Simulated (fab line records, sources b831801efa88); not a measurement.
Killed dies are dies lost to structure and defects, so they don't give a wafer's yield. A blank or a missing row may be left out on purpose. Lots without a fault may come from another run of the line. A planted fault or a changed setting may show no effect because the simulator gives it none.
One fault seen from 2 desks | flow gf180mcu | each desk has only its own numbers; what lay behind them comes last

THE METROLOGY DESK
What the gauges read, lot by lot, whatever tool the lot ran on: means of the sampled wafers that have a number. A lot is out of limits, marked OUT, if its mean lies more than 4 standard deviations from the usual mean; the brackets give that distance.
Columns: A = cd_nm at GF_V2_CD_MEAS_14, usual 259.9 nm; B = V2_OVL at GF_V2_OVL_MEAS_15, usual -3 nm
lot  | first seen here | A     | B
L590 | day 22 08:50    | 259.6 | -9
L591 | day 22 17:04    | 258.0 | -9
L598 | day 24 19:47    | 259.8 | -4
L599 | day 25 09:11    | 259.1 | -2
L604 | day 26 15:35    | 259.5 | -4
L605 | day 27 01:59    | 258.2 | -4
This desk's finding: nothing out of limits on any of the 6 lots.

THE TOOL OWNER'S DESK: pvd_sputter-04
The tool's own readings at GF_V2_SPUTTER_21 (material Ti, target thk 15 nm, time 80.02 s): means of the sampled wafers that have a number, for each lot that ran on this tool. A lot is out of limits, marked OUT, if its mean lies more than 4 standard deviations from the usual mean; the brackets give that distance.
Columns: A = substrate_temp_c at GF_V2_SPUTTER_21, usual 200.01 C; B = throttle_valve_pct at GF_V2_SPUTTER_21, usual 30.1 %
lot  | first seen here | A      | B
L591 | day 22 17:53    | 200.18 | 30.5
L598 | day 24 20:37    | 200.03 | 31.0
L599 | day 25 09:59    | 199.93 | 31.0
This desk's finding: nothing out of limits on any of the 3 lots.

PUT TOGETHER
The metrology desk saw nothing out of limits.
The tool owner's desk saw nothing out of limits.

WHAT THE SIMULATOR HAD PUT IN
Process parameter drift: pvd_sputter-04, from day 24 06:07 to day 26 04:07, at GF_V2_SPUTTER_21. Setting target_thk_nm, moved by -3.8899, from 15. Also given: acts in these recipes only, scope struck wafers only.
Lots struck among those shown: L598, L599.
